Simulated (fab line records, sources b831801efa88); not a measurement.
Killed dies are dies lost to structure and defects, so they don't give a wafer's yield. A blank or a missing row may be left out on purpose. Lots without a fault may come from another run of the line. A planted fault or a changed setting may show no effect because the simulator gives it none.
Chamber matching | flow gf180mcu | GF_STI_WET_ETCH_17 on wet_bench-03: 3 sister chambers
The step etches Si3N4 in H3PO4, target depth 45 nm, time 514 s. 6 wafers are shown with their chamber, then 7 later ones without.

WAFERS WITH THEIR CHAMBER
wafer  | chamber | bath_heat_duty_pct (%) | bath_guard_temp_C (C)
L849.2 | 2       | 22.4                   | 160.5
L849.5 | 2       | 24.3                   | 160.4
L853.3 | 0       | 29.9                   | 160.9
L853.4 | 0       | 29.8                   | 160.6
L854.2 | 1       | 25.9                   | 160.3
L854.3 | 1       | 26.0                   | 160.4

WAFERS WITHOUT THEIR CHAMBER
wafer  | bath_heat_duty_pct (%) | bath_guard_temp_C (C)
L854.5 | 27.5                   | 160.2
L855.2 | 25.4                   | 161.0
L855.4 | 26.6                   | 160.6
L855.6 | 27.8                   | 160.7
L857.1 | 27.4                   | 160.6
L857.3 | 28.8                   | 160.3
L857.5 | 28.5                   | 160.7

WHICH CHAMBER EACH WENT THROUGH
wafer  | from the rows above          | in truth
L854.5 | 1                            | 1
L855.2 | can't be placed: 2 or 1 or 0 | 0
L855.4 | 1                            | 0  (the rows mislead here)
L855.6 | can't be placed: 0 or 1      | 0
L857.1 | can't be placed: 1 or 0      | 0
L857.3 | can't be placed: 0 or 1      | 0
L857.5 | 0                            | 0
Placed correctly: 2 of 7. Can't be placed from these rows: 4 (the true chamber is among the candidates in 4). Placed wrongly: 1.
How it was worked out, from the rows above alone: a wafer's distance from a chamber is the root of the sum, over the readings, of the square of ((its reading less the chamber's mean) divided by the reading's scatter). The wafer belongs to the nearest chamber; if the next one is less than 2 further off, it can't be placed. A chamber's mean is the mean of its shown wafers. The scatter: the root of (the sum of the squares of (reading less its chamber's mean) over the shown wafers, divided by (wafers less chambers)).
